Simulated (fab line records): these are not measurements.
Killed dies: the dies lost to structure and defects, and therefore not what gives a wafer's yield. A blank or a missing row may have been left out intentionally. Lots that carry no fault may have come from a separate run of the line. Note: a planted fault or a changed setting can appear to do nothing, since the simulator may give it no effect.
One fault through the eyes of 2 desks | flow sfq_line | only its own numbers are on each desk; what lay behind them is given at the end

== FROM THE METROLOGY DESK ==
Means of the sampled wafers that have a number, per lot and without regard to the tool the lot ran on: this is what the gauges read. A lot is out of limits, marked OUT, if its mean lies more than 4 standard deviations from the usual mean; the brackets give that distance.
Columns: A = M3_NB_RS at SFQ_M3_RS_MEAS_919, usual 0.889 ohm/sq; B = M3_OVL at SFQ_M3_OVL_MEAS_921, usual 1 nm
lot  | first seen here | A     | B
L778 | day 30 10:32    | 0.892 | -2
L779 | day 30 12:48    | 0.885 | -3
L781 | day 30 21:10    | 0.886 | -1
L782 | day 33 13:19    | 0.896 | 13
L783 | day 33 15:49    | 0.910 | -2
L784 | day 33 22:55    | 0.920 | 13
L785 | day 38 22:01    | 0.892 | 3
L788 | day 39 11:13    | 0.880 | -5
L793 | day 41 00:05    | 0.888 | 3
L795 | day 41 16:33    | 0.892 | 7
L797 | day 42 04:29    | 0.892 | -1
L799 | day 42 14:12    | 0.871 | 1
L800 | day 42 17:49    | 0.903 | -3
This desk found nothing out of limits on any of the 13 lots.

== FOR THE TOOL OWNER'S DESK: pvd_sputter-05 ==
The tool's own readings at SFQ_TRILAYER_M3_DEP_SPUTTER_073 (material Nb, target thk 200 nm, time 133.3 s): means of the sampled wafers that have a number, for each lot that ran on this tool. A lot is out of limits, marked OUT, if its mean lies more than 4 standard deviations from the usual mean; the brackets give that distance.
Columns: A = base_pressure_pa at SFQ_TRILAYER_M3_DEP_SPUTTER_073, usual 1.33e-06 Pa; B = cathode_dc_power_W at SFQ_TRILAYER_M3_DEP_SPUTTER_073, usual 2000.0 W; C = throttle_valve_pct at SFQ_TRILAYER_M3_DEP_SPUTTER_073, usual 30.2 %
lot  | first seen here | A        | B      | C
L778 | day 30 10:26    | 1.30e-06 | 2000.0 | 30.1
L781 | day 30 21:04    | 1.35e-06 | 1999.7 | 30.6
L782 | day 33 13:13    | 1.36e-06 | 2000.4 | 30.0
L784 | day 33 22:49    | 1.34e-06 | 2000.0 | 30.2
This desk found nothing out of limits on any of the 4 lots.

== ALL TOGETHER ==
From the metrology desk's view, nothing was out of limits.
Nothing out of limits was seen by the tool owner's desk.

== WHAT THE SIMULATOR HAD PUT IN ==
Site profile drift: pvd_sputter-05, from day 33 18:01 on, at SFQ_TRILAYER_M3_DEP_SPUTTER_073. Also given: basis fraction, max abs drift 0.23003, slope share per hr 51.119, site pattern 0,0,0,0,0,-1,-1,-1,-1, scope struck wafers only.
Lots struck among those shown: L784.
